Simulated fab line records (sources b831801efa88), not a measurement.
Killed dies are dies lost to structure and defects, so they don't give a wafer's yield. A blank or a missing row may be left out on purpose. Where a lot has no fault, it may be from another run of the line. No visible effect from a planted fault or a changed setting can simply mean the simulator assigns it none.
8D (eight disciplines) problem report, filled in by code ; flow sky130 ; the parts of the form that need people (team, actions taken, sign-off) are left out

## 1. WHAT IS WRONG
Wafers without a fault read 126.0 s, standard deviation 0.39; run-length-s at SKY_FIELD_ISO_ETCH_17 reads a mean of 112.5 s on 4 wafers belonging to 3 lots. Measured from the usual mean, that is -35 standard deviations.
The step: etches Si in HBr/Cl2/O2, target depth 342 nm, time 97.7 s.
First observed at day 6 09:44: wafer L118.1, on rie-si-02. The record holds 18 wafers of 7 lots with a number at this step. By rule, "out" or "out of limits" means more than 4 standard deviations away from the usual mean. All remaining wafers that have a number are taken as sound.

## 2. WHAT IT IS AND WHAT IT IS NOT
question;is;is not
which readings at this step;run-length-s;drypump-motor-current-A, throttle-valve-pct
which lots;L118, L119, L120;L104, L105, L106, L107
which wafers of those lots;L118.1, L118.5, L119.5, L120.1;L119.2, L120.2
read on which tools;rie-si-02;rie-si-01
when;from day 6 09:44;"up to then (12 sound wafers); but 2 sound wafers of L119, L120 came after"

## 3. THE SUSPECTS, EACH WITH WHAT RULES IT OUT
Counting: if a tool at a process step up to the reading ran every lot that is out, it stays a suspect. Sound lots after the first of them don't rule it out here, since some wafers of a struck lot are sound.
- rie-si-02 at SKY_FIELD_ISO_ETCH_17 (etches Si in HBr/Cl2/O2, target depth 342 nm, time 97.7 s): kept. It ran every lot that is out, first L118 (day 6 09:44); its last sound lot up to then is L107 (day 3 21:52). Its own run-length-s readings are out on those wafers.
Remaining after the count: rie-si-02 at SKY_FIELD_ISO_ETCH_17.

## 4. THE CAUSE (what the simulator had put in)
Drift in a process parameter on rie-si-02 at SKY_FIELD_ISO_ETCH_17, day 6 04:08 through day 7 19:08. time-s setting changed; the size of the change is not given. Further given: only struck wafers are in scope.
Only this tool survived the counting.

## 5. SEQUENCE OF EFFECTS, ordered by route
Each row: a reading where the mean over the struck wafers with a number is more than 3 standard deviations away from the usual. Only readings whose record carries a usual standard deviation are examined. hours: median over the lots of the time between each lot's start at the first step of this table that gives one and its start at this step. sigmas: the change, counted in usual standard deviations.
hours;step;reading;usual;on struck wafers;change;sigmas
0;SKY_FIELD_ISO_ETCH_17;run-length-s;126.0 s;112.5;-13.5;-35
The process steps in it:
- SKY_FIELD_ISO_ETCH_17: etches Si in HBr/Cl2/O2, target depth 342 nm, time 97.7 s.
Readings that are blank on the struck wafers while sound wafers have them: bias-w at SKY_FIELD_ISO_ETCH_17.

## 6. WHAT WOULD HAVE CAUGHT IT SOONER
In this record the first reading out of limits was taken at day 6 09:44, 6 hours after the fault began at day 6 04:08.
